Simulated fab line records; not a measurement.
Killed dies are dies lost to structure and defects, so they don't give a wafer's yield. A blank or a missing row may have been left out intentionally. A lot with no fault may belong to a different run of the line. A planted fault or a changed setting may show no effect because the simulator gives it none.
Chamber matching -- flow sky130 -- SKY_POLY_GATE_ETCH_17 on rie-si-01: 4 sister chambers
The step etches poly-Si in HBr/Cl2, stops on SiO2, target depth 180 nm, time 70.5 s. 8 wafers are shown with their chamber, then 7 later ones without.

== WAFERS, EACH WITH ITS CHAMBER ==
wafer,chamber,drypump-motor-current-A (A),oes-product-au (a.u.)
L413.6,3,5.2,0.986
L417.3,1,5.8,0.985
L417.6,2,6.2,0.993
L423.4,0,5.1,0.984
L423.5,2,6.2,1.000
L423.6,3,5.3,1.005
L427.2,0,5.2,0.976
L427.3,1,5.8,0.982

== WAFERS WHOSE CHAMBER IS MISSING ==
wafer,drypump-motor-current-A (A),oes-product-au (a.u.)
L427.4,5.2,1.007
L429.1,5.2,0.989
L429.4,6.3,0.995
L429.5,5.8,0.992
L431.2,5.2,0.995
L431.4,5.2,0.984
L431.6,5.8,0.990

== CHAMBER TAKEN BY EACH ==
wafer,from the rows above,in truth
L427.4,can't be placed: 3 or 0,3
L429.1,can't be placed: 3 or 0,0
L429.4,2,2
L429.5,1,1
L431.2,can't be placed: 3 or 0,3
L431.4,can't be placed: 0 or 3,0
L431.6,1,1
Correctly placed: 3 of 7. Can't be placed from these rows: 4 (the true chamber is among the candidates in 4). Wrongly placed: 0.
How it was worked out, from the rows above alone: a wafer's distance from a chamber is the root of the sum, over the readings, of the square of ((its reading less the chamber's mean) divided by the reading's scatter). If the next closest chamber is less than 2 further off than the closest, the wafer can't be placed; otherwise it belongs to the closest. A chamber's mean is the mean of its shown wafers. How the scatter is found: for the shown wafers, subtract from each reading the mean of its chamber, square and add these, divide the total by (wafers less chambers), then take the root.
